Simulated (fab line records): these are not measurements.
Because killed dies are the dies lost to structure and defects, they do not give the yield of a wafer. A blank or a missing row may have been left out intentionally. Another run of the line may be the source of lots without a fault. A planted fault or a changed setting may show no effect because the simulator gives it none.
fab line records	flow sky130
record lots=12	wafers=36	last_day=50
route steps=708 shown METAL1@454 VIA1@471 METAL2@490 VIA2@510 PAD_OPEN@708
lots untouched by any fault: they come from a run of this same line in which no faults occurred
start_h: the number of hours between the record's first day and the start of the first shown wafer of the lot	wait_h: how many hours have passed since the lot's step before this one	" unchanged from the row above	L1.1+2: a single row standing in for several wafers	- no value present, or no start provided	* or withheld: withheld	< > ~ a bound
route shown NAME@n: a module of which the file shows steps, and the number in the route of the first	usual: the fault-free wafers' mean and standard deviation	same: alike in all rows	chamber/n: place in a boat	sites: each site's reading	_std_site: the standard deviation of these	_edge_site: the outer-site mean with the inner-site mean subtracted	radius_mm: how far each site lies from the wafer's centre	mask NAME#n: copy n	behind: the most recent tool/chamber to have shaped the wafer	hold: cause of the lot's hold/its duration in hours/its outcome	device: transistor that didn't switch, given as n, p or np	end of line: the tests these same wafers got at the end of their route	where a step has no rows: the recipe by itself	killed: dies lost to structure and defects at the first sort, not the wafer's yield	map: the dies of a wafer, with x for killed, . for not killed, _ for no die there
set.NAME: the run value of the setting; set.NAME@STEP: its run value at that earlier step	model.NAME: the simulator's own value behind a step, which no gauge read
the route's steps for a sample of lots (tables are steps, rows are wafers)
services: the hour from which a tool's chamber was out of use, counted from the record's first day as start_h (under 0 if before that day), plus the number of hours and why
## steps
# step SKY_METAL1_STRIP_20
# recipe chemistry=O2/N2	power_w=1400	pressure_mtorr=1500	platen_temp_c=withheld	o2_flow_sccm=3000	n2_flow_sccm=300	overash_fraction=0.5
# usual drypump_motor_current_A=5.84/0.28	oes_product_au=0.341/0.0048	strip_time_to_endpoint_s=2.67/0.05
lot.wafer	tool	chamber	start_h	wait_h	drypump_motor_current_A	oes_product_au	rf_hours_counter_h	strip_time_to_endpoint_s
L418.1	plasma_asher-03	0	757.95	0.1	6.22	0.352	85	2.59
L418.3	"	1	"	"	5.89	0.334	-	2.62
L418.6	"	1	"	"	5.88	0.343	-	2.68
L419.1	plasma_asher-03	0	759.97	0.1	6.24	0.342	85	2.69
L419.3	"	0	"	"	6.26	0.345	-	2.73
L419.5	"	1	"	"	5.85	0.341	-	2.71
L420.2	plasma_asher-03	0	774.95	0.1	6.23	0.343	87	2.69
L420.4	"	0	"	"	6.23	0.347	-	2.73
L420.5	"	0	"	"	6.22	0.341	-	2.71
L421.1	plasma_asher-04	1	779.41	0.1	5.76	0.340	3	2.66
L421.4	"	1	"	"	5.75	0.341	-	2.66
L421.5	"	1	"	"	5.76	0.333	-	2.68
L422.1	plasma_asher-04	1	787.45	0.1	5.75	0.346	4	2.67
L422.2	"	0	"	"	5.85	0.336	4	2.72
L422.5	"	1	"	"	5.76	0.344	-	2.72
L423.1	plasma_asher-04	1	794.55	0.1	5.78	0.343	5	2.68
L423.3	"	0	"	"	5.88	0.347	-	2.71
L423.6	"	1	"	"	5.76	0.343	-	2.72
L426.2	plasma_asher-04	0	839.15	0.1	5.88	0.345	9	2.70
L426.3	"	0	"	"	5.85	0.349	-	2.75
L426.4	"	1	"	"	5.77	0.343	-	2.72
L430.3	plasma_asher-03	0	874.58	0.1	6.21	0.345	-	2.73
L430.4	"	1	"	"	5.86	0.344	-	2.72
L430.5	"	0	"	"	6.22	0.343	-	2.70
L431.1	plasma_asher-01	1	878.67	0.1	5.29	0.337	77	2.69
L431.3	"	0	"	"	5.40	0.345	-	2.71
L431.5	"	1	"	"	5.29	0.339	-	2.68
L432.4	plasma_asher-04	0	879.52	0.1	5.85	0.336	-	2.57
L432.5	"	1	"	"	5.75	0.335	-	2.60
L432.6	"	0	"	"	5.88	0.340	-	2.63
L434.2	plasma_asher-03	0	888.14	0.1	6.22	0.339	98	2.59
L434.5	"	0	"	"	6.22	0.346	-	2.66
L434.6	"	1	"	"	5.87	0.339	-	2.63
L438.1	plasma_asher-03	0	924.44	0.1	6.21	0.344	102	2.73
L438.3	"	0	"	"	6.22	0.337	-	2.71
L438.4	"	1	"	"	5.84	0.341	-	2.71
# step SKY_VIA1_OVL_MEAS_13
# usual VIA1_OVL=-2/5.8
lot.wafer	tool	chamber	start_h	wait_h	VIA1_OVL[nm]
L418.1	overlay-01	-	785.77	0.1	-7
L418.3	"	-	"	"	-7
L418.6	"	-	"	"	-6
L419.1	overlay-02	-	788.54	0.1	-6
L419.3	"	-	"	"	1
L419.5	"	-	"	"	-6
L420.2	overlay-02	-	801.70	0.1	-1
L420.4	"	-	"	"	-3
L420.5	"	-	"	"	-2
L421.1	overlay-02	-	805.44	0.1	-2
L421.4	"	-	"	"	1
L421.5	"	-	"	"	-5
L422.1	overlay-01	-	813.54	0.1	-6
L422.2	"	-	"	"	-12
L422.5	"	-	"	"	-6
L423.1	overlay-02	-	821.39	0.1	3
L423.3	"	-	"	"	-4
L423.6	"	-	"	"	0
L426.2	overlay-02	-	866.07	0.1	-11
L426.3	"	-	"	"	-7
L426.4	"	-	"	"	-8
L430.3	overlay-01	-	901.50	0.1	-4
L430.4	"	-	"	"	-3
L430.5	"	-	"	"	-1
L431.1	overlay-02	-	905.33	0.1	-5
L431.3	"	-	"	"	-6
L431.5	"	-	"	"	2
L432.4	overlay-02	-	905.51	0.1	-7
L432.5	"	-	"	"	-13
L432.6	"	-	"	"	-5
L434.2	overlay-02	-	914.15	0.1	4
L434.5	"	-	"	"	4
L434.6	"	-	"	"	9
L438.1	overlay-02	-	950.68	0.1	-4
L438.3	"	-	"	"	-5
L438.4	"	-	"	"	2
# step SKY_METAL2_DEHYDRATE_07
# recipe temp_c=200	time_s=60
# usual heater_power_total_W=160.38/0.13	run_length_s=89.22/0.14
lot.wafer	tool	chamber	start_h	wait_h	heater_power_total_W	run_length_s
L418.1	litho_track-03	0	799.35	11.9	160.39	89.13
L418.3	"	0	"	"	160.29	89.11
L418.6	"	0	"	"	160.25	89.04
L419.1	litho_track-03	0	802.85	12.6	160.32	89.06
L419.3	"	0	"	"	160.34	89.09
L419.5	"	0	"	"	160.32	89.13
L420.2	litho_track-03	0	815.57	12.2	160.52	89.04
L420.4	"	0	"	"	160.19	89.20
L420.5	"	0	"	"	160.33	89.13
L421.1	litho_track-03	0	819.10	11.9	163.65	85.25
L421.4	"	0	"	"	163.75	85.29
L421.5	"	0	"	"	163.59	85.16
L422.1	litho_track-03	0	827.70	12.5	163.83	85.22
L422.2	"	0	"	"	163.64	85.47
L422.5	"	0	"	"	163.93	85.22
L423.1	litho_track-02	0	835.67	12.6	160.42	89.20
L423.3	"	0	"	"	160.34	89.37
L423.6	"	0	"	"	160.47	89.21
L426.2	litho_track-02	0	879.80	12.1	160.15	89.23
L426.3	"	0	"	"	160.53	89.17
L426.4	"	0	"	"	160.18	89.41
L430.3	litho_track-03	0	914.85	11.7	160.39	89.31
L430.4	"	0	"	"	160.30	89.09
L430.5	"	0	"	"	160.30	89.08
L431.1	litho_track-03	0	918.25	11.3	160.36	89.09
L431.3	"	0	"	"	160.31	89.18
L431.5	"	0	"	"	160.24	89.10
L432.4	litho_track-02	0	918.45	11.3	160.44	89.27
L432.5	"	0	"	"	160.43	89.29
L432.6	"	0	"	"	160.50	89.29
L434.2	litho_track-03	0	927.97	11.9	160.35	89.16
L434.5	"	0	"	"	160.43	89.03
L434.6	"	0	"	"	160.50	89.15
L438.1	litho_track-03	0	963.65	11.3	160.61	89.34
L438.3	"	0	"	"	160.19	89.17
L438.4	"	0	"	"	160.16	89.16
# step SKY_VIA2_BOW_MEAS_03
# recipe mode=bow
# usual VIA2_BOW=86/7.7
lot.wafer	tool	chamber	start_h	wait_h	VIA2_BOW[um]
L418.1	film_metro-02	-	813.60	0.2	88
L418.3	"	-	"	"	82
L418.6	"	-	"	"	78
L419.1	film_metro-01	-	817.65	0.2	86
L419.3	"	-	"	"	81
L419.5	"	-	"	"	93
L420.2	film_metro-02	-	831.19	0.3	71
L420.4	"	-	"	"	74
L420.5	"	-	"	"	81
L421.1	film_metro-01	-	834.86	0.2	98
L421.4	"	-	"	"	81
L421.5	"	-	"	"	83
L422.1	film_metro-02	-	842.57	0.2	82
L422.2	"	-	"	"	88
L422.5	"	-	"	"	86
L423.1	film_metro-01	-	851.22	0.1	84
L423.3	"	-	"	"	87
L423.6	"	-	"	"	96
L426.2	film_metro-01	-	894.34	0.3	96
L426.3	"	-	"	"	81
L426.4	"	-	"	"	93
L430.3	film_metro-04	-	929.38	0.3	93
L430.4	"	-	"	"	81
L430.5	"	-	"	"	93
L431.1	film_metro-04	-	933.04	0.2	95
L431.3	"	-	"	"	87
L431.5	"	-	"	"	86
L432.4	film_metro-02	-	933.13	0.2	80
L432.5	"	-	"	"	93
L432.6	"	-	"	"	88
L434.2	film_metro-04	-	942.52	0.1	93
L434.5	"	-	"	"	83
L434.6	"	-	"	"	95
L438.1	film_metro-02	-	976.91	0.2	80
L438.3	"	-	"	"	74
L438.4	"	-	"	"	77
# step SKY_PAD_OPEN_PROBE_99
# usual defect_limited_yield=82.4/1.8	killed_at_M0_to_M3=43/7.8	killed_at_M4_up=3.2/1.7	killed_at_contacts=24/5.2	killed_at_front_end=15/4.5	killed_at_other=0.4/0.65	killed_dies=87/9.1	killed_on_rim=17/3.5	killed_open=47/7.3	killed_short=40/6.5	sort_bin_3_pad_short=0.9/0.46	sort_bin_5_function=10.4/1.5	sort_bin_6_memory=6.3/1	sort_n_pass=405/9.1	sort_yield_pct=82.4/1.8
# same gross_dies=492	killed_at_back_side=0	sort_bin_4_leakage[%]=0	sort_bin_8_speed[%]=0
lot.wafer	tool	chamber	start_h	wait_h	defect_limited_yield[%]	killed_at_M0_to_M3	killed_at_M4_up	killed_at_contacts	killed_at_front_end	killed_at_other	killed_dies	killed_on_rim	killed_open	killed_short	sort_bin_3_pad_short[%]	sort_bin_5_function[%]	sort_bin_6_memory[%]	sort_n_pass	sort_yield_pct[%]
L418.1	prober-01	-	1068.47	0.1	82.9	49	5	21	9	0	84	15	48	35	1.2	9.6	6.3	408	82.9
L418.3	prober-01	-	1068.57	0.2	81.7	35	2	42	11	0	90	20	54	36	1.2	11.0	6.1	402	81.7
L418.6	prober-01	-	1068.72	0.2	84.6	33	4	22	16	1	76	12	43	33	0.6	9.8	5.1	416	84.6
L419.1	prober-02	-	1070.23	0.1	81.7	41	6	26	16	1	90	21	48	42	1.2	11.4	5.7	402	81.7
L419.3	prober-02	-	1070.33	0.2	80.7	45	4	22	24	0	95	21	56	39	0.6	12.0	6.7	397	80.7
L419.5	prober-02	-	1070.43	0.2	80.3	56	2	22	17	0	97	12	55	42	0.8	9.3	9.6	395	80.3
L420.2	prober-01	-	1082.43	0.1	79.9	50	3	32	14	0	99	22	57	42	0.6	12.4	7.1	393	79.9
L420.4	prober-01	-	1082.53	0.2	84.6	35	3	24	13	1	76	13	38	38	1.0	9.6	4.9	416	84.6
L420.5	prober-01	-	1082.58	0.2	84.3	32	5	23	17	0	77	17	37	40	0.4	9.6	5.7	415	84.3
L421.1	prober-02	-	1084.61	0.1	79.9	47	4	32	16	0	99	17	50	47	1.2	12.6	6.3	393	79.9
L421.4	prober-02	-	1084.76	0.2	84.3	36	2	27	11	1	77	16	43	33	0.2	7.7	7.7	415	84.3
L421.5	prober-02	-	1084.81	0.2	81.7	50	3	22	14	1	90	15	51	39	1.6	10.0	6.7	402	81.7
L422.1	prober-01	-	1090.98	0.1	80.5	45	5	29	17	0	96	15	59	37	1.4	11.0	7.1	396	80.5
L422.2	prober-01	-	1091.03	0.1	81.9	46	4	15	23	1	89	20	51	38	0.6	9.8	7.7	403	81.9
L422.5	prober-01	-	1091.18	0.2	84.1	40	4	24	10	0	78	14	47	31	1.4	8.5	5.9	414	84.1
L423.1	prober-02	-	1098.12	0.1	82.9	40	4	25	15	0	84	23	46	38	1.0	9.1	6.9	408	82.9
L423.3	prober-02	-	1098.22	0.2	78.9	47	5	22	29	1	104	15	50	54	2.0	12.2	6.9	388	78.9
L423.6	prober-02	-	1098.37	0.2	81.5	49	3	24	15	0	91	17	41	50	1.4	10.0	7.1	401	81.5
L426.2	prober-01	-	1130.12	0.1	81.5	43	5	28	14	1	91	20	48	42	1.6	11.4	5.5	401	81.5
L426.3	prober-01	-	1130.17	0.2	80.7	43	4	26	21	1	95	13	53	41	0.8	12.0	6.5	397	80.7
L426.4	prober-01	-	1130.22	0.2	81.7	49	5	17	19	0	90	16	41	49	0.6	10.2	7.5	402	81.7
L430.3	prober-01	-	1156.77	0.2	85.4	34	3	23	12	0	72	13	38	34	0.6	9.1	4.9	420	85.4
L430.4	prober-01	-	1156.82	0.2	81.3	40	1	33	18	0	92	18	45	46	1.2	11.0	6.5	400	81.3
L430.5	prober-01	-	1156.87	0.2	85.2	35	3	21	14	0	73	17	41	32	0.2	8.1	6.5	419	85.2
L431.1	prober-02	-	1161.92	0.1	82.3	52	4	20	11	0	87	16	50	37	1.2	10.0	6.5	405	82.3
L431.3	prober-02	-	1162.02	0.2	83.3	44	8	17	13	0	82	18	39	43	1.8	9.6	5.3	410	83.3
L431.5	prober-02	-	1162.12	0.2	81.3	47	4	30	11	0	92	15	42	50	1.0	11.6	6.1	400	81.3
L432.4	prober-01	-	1162.44	0.2	78.3	61	0	27	19	0	107	25	68	39	0.8	11.8	9.1	385	78.3
L432.5	prober-01	-	1162.49	0.2	83.1	37	3	28	14	1	83	19	45	38	0.8	10.4	5.7	409	83.1
L432.6	prober-01	-	1162.54	0.2	83.7	38	7	23	11	1	80	17	38	42	0.6	10.6	5.1	412	83.7
L434.2	prober-01	-	1169.23	0.1	83.5	41	5	24	11	0	81	16	39	42	1.0	10.2	5.3	411	83.5
L434.5	prober-01	-	1169.38	0.2	79.7	52	1	30	17	0	100	21	57	43	0.4	12.4	7.5	392	79.7
L434.6	prober-01	-	1169.43	0.2	83.5	47	4	18	12	0	81	16	46	35	1.0	9.6	5.9	411	83.5
L438.1	prober-01	-	1192.66	0.1	80.9	41	3	33	16	1	94	16	45	48	1.4	10.4	7.3	398	80.9
L438.3	prober-01	-	1192.76	0.2	81.7	44	4	25	15	2	90	21	56	33	1.0	11.2	6.1	402	81.7
L438.4	prober-01	-	1192.81	0.2	83.9	44	1	18	15	1	79	16	42	36	0.8	10.2	5.1	413	83.9
# killed by level:class
L418.1 VIA1:geometric_particle:open=11 CONTACT:geometric_particle:open=9 VIA2:geometric_particle:open=8 LI_CONTACT:geometric_particle:open=6 VIA2:geometric_particle:short=5 METAL3:geometric_particle:short=5 LOCAL_INTERCONNECT:geometric_particle:short=4 METAL2:geometric_particle:short=4
L418.3 CONTACT:geometric_particle:open=16 LI_CONTACT:geometric_particle:open=13 VIA1:geometric_particle:short=7 CONTACT:geometric_particle:short=6 VIA1:geometric_particle:open=5 METAL2:geometric_particle:short=5 VIA2:geometric_particle:open=5 LOCAL_INTERCONNECT:geometric_particle:short=4
L418.6 VIA1:geometric_particle:open=9 CONTACT:geometric_particle:open=8 FIELD_ISO:geometric_particle:open=7 VIA3:geometric_particle:open=7 LOCAL_INTERCONNECT:geometric_particle:short=7 FIELD_ISO:geometric_particle:short=4 LI_CONTACT:geometric_particle:open=4 CONTACT:geometric_particle:short=3
L419.1 VIA3:geometric_particle:open=9 CONTACT:geometric_particle:open=8 POLY_GATE:geometric_particle:open=7 LI_CONTACT:geometric_particle:open=7 CONTACT:geometric_particle:short=6 VIA1:geometric_particle:open=6 VIA2:geometric_particle:open=6 METAL4:geometric_particle:short=6
L419.3 VIA1:geometric_particle:open=11 CONTACT:geometric_particle:open=10 FIELD_ISO:geometric_particle:open=8 VIA3:geometric_particle:open=8 VIA2:geometric_particle:open=7 FIELD_ISO:geometric_particle:short=6 LI_CONTACT:geometric_particle:open=5 VIA2:geometric_particle:short=5
L419.5 VIA3:geometric_particle:open=10 CONTACT:geometric_particle:open=10 VIA1:geometric_particle:open=10 METAL1:geometric_particle:short=8 METAL2:geometric_particle:short=7 VIA1:geometric_particle:short=6 FIELD_ISO:geometric_particle:short=5 VIA2:geometric_particle:open=5
L420.2 CONTACT:geometric_particle:open=16 METAL2:geometric_particle:short=12 VIA1:geometric_particle:open=10 VIA3:geometric_particle:open=10 FIELD_ISO:geometric_particle:open=6 LI_CONTACT:geometric_particle:open=5 VIA1:geometric_particle:short=4 LI_CONTACT:geometric_particle:short=4
L420.4 CONTACT:geometric_particle:open=9 VIA3:geometric_particle:open=7 METAL1:geometric_particle:short=6 LI_CONTACT:geometric_particle:open=6 CONTACT:geometric_particle:short=6 FIELD_ISO:geometric_particle:open=5 FIELD_ISO:geometric_particle:short=5 METAL2:geometric_particle:short=5
L420.5 CONTACT:geometric_particle:short=8 VIA2:geometric_particle:open=8 FIELD_ISO:geometric_particle:short=6 CONTACT:geometric_particle:open=6 VIA1:geometric_particle:open=6 FIELD_ISO:geometric_particle:open=5 METAL1:geometric_particle:short=5 VIA1:geometric_particle:short=5
L421.1 CONTACT:geometric_particle:open=10 VIA3:geometric_particle:open=10 LI_CONTACT:geometric_particle:open=9 VIA1:geometric_particle:short=7 VIA1:geometric_particle:open=6 METAL1:geometric_particle:short=6 VIA3:geometric_particle:short=6 POLY_GATE:geometric_particle:short=5
L421.4 LI_CONTACT:geometric_particle:open=8 VIA1:geometric_particle:open=8 VIA3:geometric_particle:open=8 LOCAL_INTERCONNECT:geometric_particle:short=6 CONTACT:geometric_particle:open=6 METAL1:geometric_particle:short=6 VIA2:geometric_particle:open=4 FIELD_ISO:geometric_particle:short=3
L421.5 VIA1:geometric_particle:open=10 CONTACT:geometric_particle:short=7 VIA3:geometric_particle:open=7 METAL1:geometric_particle:short=6 CONTACT:geometric_particle:open=6 VIA2:geometric_particle:open=6 FIELD_ISO:geometric_particle:open=5 POLY_GATE:geometric_particle:open=5
L422.1 CONTACT:geometric_particle:open=11 VIA1:geometric_particle:open=10 VIA2:geometric_particle:open=10 LI_CONTACT:geometric_particle:open=9 VIA1:geometric_particle:short=7 FIELD_ISO:geometric_particle:short=5 METAL1:geometric_particle:open=5 METAL1:geometric_particle:short=5
L422.2 FIELD_ISO:geometric_particle:short=10 VIA3:geometric_particle:open=10 VIA1:geometric_particle:short=8 FIELD_ISO:geometric_particle:open=7 METAL1:geometric_particle:open=7 VIA2:geometric_particle:open=7 CONTACT:geometric_particle:open=5 METAL1:geometric_particle:short=4
L422.5 VIA1:geometric_particle:open=12 LI_CONTACT:geometric_particle:open=10 CONTACT:geometric_particle:open=7 METAL2:geometric_particle:short=7 METAL1:geometric_particle:short=6 VIA3:geometric_particle:open=4 FIELD_ISO:geometric_particle:short=3 CONTACT:geometric_particle:short=3
L423.1 CONTACT:geometric_particle:open=12 FIELD_ISO:geometric_particle:open=7 VIA1:geometric_particle:short=7 METAL2:geometric_particle:short=6 VIA3:geometric_particle:open=5 VIA2:geometric_particle:open=5 LI_CONTACT:geometric_particle:open=4 VIA1:geometric_particle:open=4
L423.3 FIELD_ISO:geometric_particle:short=11 VIA2:geometric_particle:open=11 VIA3:geometric_particle:open=7 POLY_GATE:geometric_particle:short=6 POLY_GATE:geometric_particle:open=6 CONTACT:geometric_particle:short=6 CONTACT:geometric_particle:open=6 VIA2:geometric_particle:short=6
L423.6 VIA1:geometric_particle:open=14 VIA1:geometric_particle:short=9 METAL2:geometric_particle:short=8 CONTACT:geometric_particle:short=8 FIELD_ISO:geometric_particle:short=6 VIA2:geometric_particle:open=6 POLY_GATE:geometric_particle:open=5 CONTACT:geometric_particle:open=5
L426.2 CONTACT:geometric_particle:open=14 VIA1:geometric_particle:open=8 VIA2:geometric_particle:open=7 VIA1:geometric_particle:short=6 FIELD_ISO:geometric_particle:open=5 METAL1:geometric_particle:short=5 CONTACT:geometric_particle:short=5 FIELD_ISO:geometric_particle:short=4
L426.3 CONTACT:geometric_particle:open=11 METAL2:geometric_particle:short=7 VIA1:geometric_particle:open=7 VIA3:geometric_particle:open=7 LI_CONTACT:geometric_particle:open=6 FIELD_ISO:geometric_particle:open=5 POLY_GATE:geometric_particle:open=5 METAL1:geometric_particle:short=5
L426.4 VIA1:geometric_particle:open=9 METAL1:geometric_particle:short=7 FIELD_ISO:geometric_particle:short=6 VIA1:geometric_particle:short=6 METAL2:geometric_particle:short=6 VIA3:geometric_particle:open=6 CONTACT:geometric_particle:short=5 CONTACT:geometric_particle:open=5
L430.3 LI_CONTACT:geometric_particle:open=9 POLY_GATE:geometric_particle:open=6 VIA3:geometric_particle:open=6 VIA1:geometric_particle:open=6 LOCAL_INTERCONNECT:geometric_particle:short=5 CONTACT:geometric_particle:open=5 METAL1:geometric_particle:short=5 METAL2:geometric_particle:short=4
L430.4 CONTACT:geometric_particle:short=12 CONTACT:geometric_particle:open=9 VIA1:geometric_particle:open=9 POLY_GATE:geometric_particle:open=5 VIA1:geometric_particle:short=5 METAL2:geometric_particle:short=5 VIA3:geometric_particle:open=5 FIELD_ISO:geometric_particle:short=4
L430.5 CONTACT:geometric_particle:open=9 LI_CONTACT:geometric_particle:open=7 VIA1:geometric_particle:open=6 VIA3:geometric_particle:open=6 FIELD_ISO:geometric_particle:short=4 VIA2:geometric_particle:open=4 POLY_GATE:geometric_particle:open=3 CONTACT:geometric_particle:short=3
L431.1 LI_CONTACT:geometric_particle:open=11 VIA1:geometric_particle:open=9 VIA1:geometric_particle:short=8 VIA2:geometric_particle:open=7 METAL2:geometric_particle:open=6 METAL1:geometric_particle:short=5 METAL3:geometric_particle:short=5 CONTACT:geometric_particle:open=4
L431.3 VIA3:geometric_particle:open=10 VIA1:geometric_particle:short=7 VIA2:geometric_particle:open=6 LOCAL_INTERCONNECT:geometric_particle:short=6 VIA1:geometric_particle:open=6 METAL4:geometric_particle:short=6 FIELD_ISO:geometric_particle:short=5 CONTACT:geometric_particle:open=5
L431.5 CONTACT:geometric_particle:short=10 VIA1:geometric_particle:short=8 LI_CONTACT:geometric_particle:open=7 VIA2:geometric_particle:open=7 VIA3:geometric_particle:open=7 LOCAL_INTERCONNECT:geometric_particle:short=6 VIA1:geometric_particle:open=6 METAL1:geometric_particle:short=5
L432.4 VIA1:geometric_particle:open=13 CONTACT:geometric_particle:open=11 VIA2:geometric_particle:open=11 VIA3:geometric_particle:open=9 METAL1:geometric_particle:short=8 VIA1:geometric_particle:short=7 FIELD_ISO:geometric_particle:open=6 POLY_GATE:geometric_particle:short=5
L432.5 CONTACT:geometric_particle:open=11 VIA3:geometric_particle:open=8 VIA1:geometric_particle:open=6 METAL1:geometric_particle:short=5 FIELD_ISO:geometric_particle:short=4 LI_CONTACT:geometric_particle:open=4 LOCAL_INTERCONNECT:geometric_particle:short=4 VIA3:geometric_particle:short=4
L432.6 CONTACT:geometric_particle:open=9 CONTACT:geometric_particle:short=8 VIA1:geometric_particle:open=7 VIA3:geometric_particle:open=7 METAL1:geometric_particle:short=5 METAL4:geometric_particle:short=5 VIA1:geometric_particle:short=4 VIA2:geometric_particle:open=4
L434.2 CONTACT:geometric_particle:open=11 VIA1:geometric_particle:open=10 VIA3:geometric_particle:short=7 VIA3:geometric_particle:open=5 LI_CONTACT:geometric_particle:short=5 METAL1:geometric_particle:short=5 METAL2:geometric_particle:short=5 METAL4:geometric_particle:short=5
L434.5 CONTACT:geometric_particle:open=15 VIA1:geometric_particle:open=9 METAL1:geometric_particle:short=8 VIA1:geometric_particle:short=6 LI_CONTACT:geometric_particle:open=6 VIA3:geometric_particle:open=6 POLY_GATE:geometric_particle:short=5 CONTACT:geometric_particle:short=5
L434.6 VIA1:geometric_particle:open=13 CONTACT:geometric_particle:open=8 VIA3:geometric_particle:short=7 VIA1:geometric_particle:short=6 POLY_GATE:geometric_particle:short=5 VIA3:geometric_particle:open=5 VIA2:geometric_particle:open=4 FIELD_ISO:geometric_particle:open=3
L438.1 CONTACT:geometric_particle:open=12 METAL2:geometric_particle:short=11 LI_CONTACT:geometric_particle:open=10 VIA2:geometric_particle:open=7 FIELD_ISO:geometric_particle:short=6 VIA3:geometric_particle:short=6 LOCAL_INTERCONNECT:geometric_particle:short=5 POLY_GATE:geometric_particle:open=4
L438.3 CONTACT:geometric_particle:open=12 VIA1:geometric_particle:open=10 FIELD_ISO:geometric_particle:open=9 VIA2:geometric_particle:open=9 VIA1:geometric_particle:short=6 CONTACT:geometric_particle:short=5 FIELD_ISO:geometric_particle:short=4 LI_CONTACT:geometric_particle:open=4
L438.4 VIA3:geometric_particle:open=7 VIA1:geometric_particle:open=7 CONTACT:geometric_particle:open=6 METAL2:geometric_particle:short=6 POLY_GATE:geometric_particle:open=5 POLY_GATE:geometric_particle:short=5 VIA1:geometric_particle:short=5 VIA2:geometric_particle:open=5
## services
tool	chamber	start_h	hours	kind
plasma_asher-04	0	742.75	-	clean
plasma_asher-04	1	742.75	-	clean
plasma_asher-04	-	771.67	2.8	pm
plasma_asher-01	-	776.87	2.8	pm
plasma_asher-01	-	879.00	2.3	repair
## key
first_sign step=SKY_METAL2_DEHYDRATE_07	reading=run_length_s	direction=down	sigmas=29	usual=*	struck=*
effect step=SKY_METAL2_DEHYDRATE_07	reading=heater_power_total_W	direction=up	sigmas=27	usual=*	struck=*
met_at SKY_METAL2_DEHYDRATE_07
struck_lots L421,L422
not_acting_at SKY_METAL1_STRIP_20,SKY_VIA1_OVL_MEAS_13,SKY_VIA2_BOW_MEAS_03
onset_between 815.57 819.10
fault kind=process_parameter_drift	tool=litho_track-03	chamber=-	onset_h=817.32	steps=SKY_METAL2_DEHYDRATE_07	channel=time_s	offset=*	shape=step	end_h=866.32	acts_in=*	stated=*
